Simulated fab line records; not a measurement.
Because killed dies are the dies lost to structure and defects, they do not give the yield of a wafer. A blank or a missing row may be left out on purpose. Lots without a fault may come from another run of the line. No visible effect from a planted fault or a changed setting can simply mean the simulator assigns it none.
8D (eight disciplines) problem report, filled in by code | flow sky130 | the parts of the form that need people (team, actions taken, sign-off) are left out

## 1. WHAT IS WRONG
Mean of rf fwd power W at SKY_VIA3_ETCH_14: 574.9 W across 2 wafers in 2 lots; on wafers with no fault it is 495.6 W (standard deviation 1.9). That puts it +42 standard deviations away from the usual mean.
The step: etches BARC in N2/H2, stops on SiO2, time 45.9 s, target depth 60 nm.
Seen first at day 45 00:05 on rie diel-04, wafer L254.1. The record holds 18 wafers of 6 lots with a number at this step. Rule for "out" (also "out of limits"): further than 4 standard deviations from the usual mean. The other wafers with a number count as sound.

## 2. WHAT THIS IS AND IS NOT
question                    | is                | is not
which readings at this step | rf fwd power W    | chamber pressure mTorr, drypump motor current A, oes product au, throttle valve pct
which lots                  | L254, L258        | L235, L237, L245, L246
which wafers of those lots  | L254.1, L258.3    | L254.3, L254.6, L258.2, L258.5
read on which tools         | rie diel-04       | rie diel-03
when                        | from day 45 00:05 | up to then (14 sound wafers); but 2 sound wafers of L258 came after

## 3. SUSPECTS, AND WHAT RULES EACH OUT
Counting: a tool at a process step up to the reading stays a suspect if it ran every lot that is out. Sound lots after the first of them don't rule it out here, since some wafers of a struck lot are sound.
- cmp-02 at SKY_VIA3_CMP_02 (polishes SiO2): kept. It processed each lot that is out (first: L254, day 44 01:37); up to then, its last sound lot is L235 (day 38 12:15).
- rie diel-04 at SKY_VIA3_ETCH_14 (etches BARC in N2/H2, stops on SiO2, time 45.9 s, target depth 60 nm): kept. It processed each lot that is out (first: L254, day 45 00:05); up to then, its last sound lot is L245 (day 42 13:14). Out on those wafers are its own readings of rf fwd power W.
- In rie diel-04 at SKY_VIA3_ETCH_14, the wafers that are out were processed in chamber 0 and their sound lot-mates in chambers 1, 3.
The count leaves rie diel-04 at SKY_VIA3_ETCH_14 and cmp-02 at SKY_VIA3_CMP_02.

## 4. THE CAUSE (what the simulator had put in)
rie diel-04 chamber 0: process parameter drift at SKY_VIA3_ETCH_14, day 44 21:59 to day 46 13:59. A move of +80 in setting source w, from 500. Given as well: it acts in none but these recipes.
Counting left 2 suspects, and this tool is among them.

## 5. THE EFFECT CHAIN, in route order
Rows list readings where the struck wafers' mean (over those with a number) sits beyond 3 standard deviations from the usual. Readings are gone through only where the record gives a usual standard deviation; hours: the median, over the lots, of the time from a lot's start at the first step in this table giving one to that lot's start at this step; sigmas: the change measured in usual standard deviations.
hours | step             | reading        | usual   | on struck wafers | change | sigmas
0     | SKY_VIA3_ETCH_14 | rf fwd power W | 495.6 W | 574.9            | +79.3  | +42
The process steps in it:
- SKY_VIA3_ETCH_14: etches BARC in N2/H2, stops on SiO2, time 45.9 s, target depth 60 nm.

## 6. HOW IT WOULD HAVE BEEN CAUGHT EARLIER
In this record the first reading out of limits was taken at day 45 00:05, 2 hours after the fault began at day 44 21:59.
